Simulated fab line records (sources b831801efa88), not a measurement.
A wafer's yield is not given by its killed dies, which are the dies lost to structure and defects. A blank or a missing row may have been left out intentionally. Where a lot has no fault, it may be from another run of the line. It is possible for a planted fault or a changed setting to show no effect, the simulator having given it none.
Which tool was responsible? -- flow gf180mcu -- 39 wafers from 13 lots sampled at 3 of the route's 602 steps

WHAT THE GAUGES READ, wafer by wafer
GF_HV_LDD_CD_MEAS_07: the cd target is 400 nm.
lot,measured,on,cdNm (nm)
L685,day 10 05:40,cdSem-02,396.8 396.0 396.2
L686,day 10 11:35,cdSem-01,397.5 398.7 399.9
L687,day 10 18:10,cdSem-01,398.6 400.9 399.6
L688,day 11 05:14,cdSem-02,401.6 401.7 401.1
L690,day 11 20:32,cdSem-02,399.7 399.5 401.7
L691,day 12 07:23,cdSem-02,400.2 400.9 399.9
L692,day 12 13:01,cdSem-02,400.8 401.9 403.2
L693,day 12 18:45,cdSem-01,402.7 400.3 400.6
L698,day 14 08:32,cdSem-02,402.3 402.3 402.0
L703,day 15 21:14,cdSem-02,402.8 405.9 402.2
L704,day 16 05:38,cdSem-01,402.3 400.2 401.3
L706,day 16 16:07,cdSem-01,399.3 400.4 398.7
L707,day 17 01:15,cdSem-01,397.1 397.6 398.6

TOOL THAT RAN EACH LOT (tool first, then ch and the chambers of the sampled wafers, then the start)
lot,GF_DNWELL_STRIP_08,GF_VT_IMPLANT_WET_ETCH_50
L685,"plasmaAsher-01 ch 0,1, day 3 00:11","wetBench-01 ch 2, day 7 20:17"
L686,"plasmaAsher-01 ch 0,1, day 3 04:28","wetBench-03 ch 3, day 8 02:06"
L687,"plasmaAsher-04 ch 0,1, day 3 10:38","wetBench-01 ch 2, day 8 08:38"
L688,"plasmaAsher-01 ch 0,1, day 3 16:46","wetBench-01 ch 2, day 8 16:27"
L690,"plasmaAsher-02 ch 0,1, day 4 01:14","wetBench-01 ch 2, day 9 05:18"
L691,"plasmaAsher-02 ch 0, day 4 07:53","wetBench-03 ch 2, day 9 13:56"
L692,"plasmaAsher-04 ch 0,1, day 4 13:50","wetBench-03 ch 0, day 9 18:53"
L693,"plasmaAsher-02 ch 0,1, day 4 18:29","wetBench-01 ch 3, day 10 02:09"
L698,"plasmaAsher-02 ch 0,1, day 5 21:56","wetBench-01 ch 3, day 11 12:05"
L703,"plasmaAsher-02 ch 0,1, day 6 23:57","wetBench-03 ch 0, day 12 23:06"
L704,"plasmaAsher-01 ch 0,1, day 7 04:34","wetBench-04 ch 2, day 13 07:14"
L706,"plasmaAsher-01 ch 1, day 7 14:10","wetBench-04 ch 0, day 13 17:17"
L707,"plasmaAsher-02 ch 0,1, day 7 20:44","wetBench-03 ch 3, day 14 01:39"
- GF_DNWELL_STRIP_08: strips in O2/N2.
- GF_VT_IMPLANT_WET_ETCH_50: etches SiO2 in dHF, target depth 20 nm, time 400 s.

AS READ BY THE TOOLS THEMSELVES (means over the sampled wafers that have a number; for cases with no such wafer, the mark the record gives instead)
GF_DNWELL_STRIP_08.
lot,tool,drypumpMotorCurrentA (A),heaterPowerW (W),o2FlowSccm (sccm),oesProductAu (a.u.),stripTimeToEndpointS (s)
L685,plasmaAsher-01,5.87,314,3011,0.723,37.00
L686,plasmaAsher-01,5.73,307,3002,0.721,37.14
L687,plasmaAsher-04,5.26,319,3002,0.723,37.01
L688,plasmaAsher-01,5.88,314,3004,0.723,36.88
L690,plasmaAsher-02,5.52,312,3003,0.719,36.94
L691,plasmaAsher-02,5.62,291,2985,0.723,37.06
L692,plasmaAsher-04,5.28,313,2997,0.725,36.98
L693,plasmaAsher-02,5.50,305,3011,0.720,36.96
L698,plasmaAsher-02,5.40,332,2993,0.720,37.05
L703,plasmaAsher-02,5.50,326,3000,0.725,36.98
L704,plasmaAsher-01,5.87,312,3001,0.723,37.10
L706,plasmaAsher-01,5.60,296,3008,0.721,37.08
L707,plasmaAsher-02,5.51,321,2993,0.724,36.89

GF_VT_IMPLANT_WET_ETCH_50.
lot,tool,runLengthS (s),tempC (C)
L685,wetBench-01,433,24.95
L686,wetBench-03,426,24.93
L687,wetBench-01,432,25.03
L688,wetBench-01,432,24.90
L690,wetBench-01,425,25.04
L691,wetBench-03,427,24.80
L692,wetBench-03,426,24.93
L693,wetBench-01,427,25.02
L698,wetBench-01,156,24.90
L703,wetBench-03,433,25.00
L704,wetBench-04,425,25.09
L706,wetBench-04,427,25.15
L707,wetBench-03,427,24.95

THE ANSWER, worked out from the rows above alone
Rule: the lots themselves supply what counts as usual. Put in order of their means at a reading, lots are off if they are a third of the lots or fewer, leave a main group of 4 or more, and stand apart from it by a gap of 3 or more times the standard deviation of the main group's means; of several such gaps the widest counts. If all means in a main group match to the digits the tables above print for the reading, that group is not used. Also off: a lot with no number at a reading for which 4 or more lots have one. The other lots that the step has rows for count as sound. First the gauges in route order, then the tools' own readings, where a lot's mean is used as printed above. The first step at which some lot is off is used, and at that step the reading that is off furthest; a lot without a number counts as furthest.
Off: L698, at GF_VT_IMPLANT_WET_ETCH_50 (runLengthS). For the main group the mean is 428 s and the standard deviation 3.
If a tool, at that step or one of the process steps before it, ran each lot that is off and ran no sound lot following the first of them, it fits. One fits: GF_VT_IMPLANT_WET_ETCH_50 on wetBench-01. Its last sound lot is L693 (day 10 02:09), its first lot that is off L698 (day 11 12:05): a fault that began between those two fits.
On the lots that are off, the tool's own readings at GF_VT_IMPLANT_WET_ETCH_50 differ by more than 5 times the standard deviation of the sound lots' means, which bears it out; runLengthS reads 156 s there versus 428 s on the sound lots.

WHAT THE SIMULATOR PUT IN
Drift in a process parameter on wetBench-01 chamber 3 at GF_VT_IMPLANT_WET_ETCH_50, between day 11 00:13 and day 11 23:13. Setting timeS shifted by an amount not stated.
Lots struck among those shown: L698. This agrees with what the rule above found.
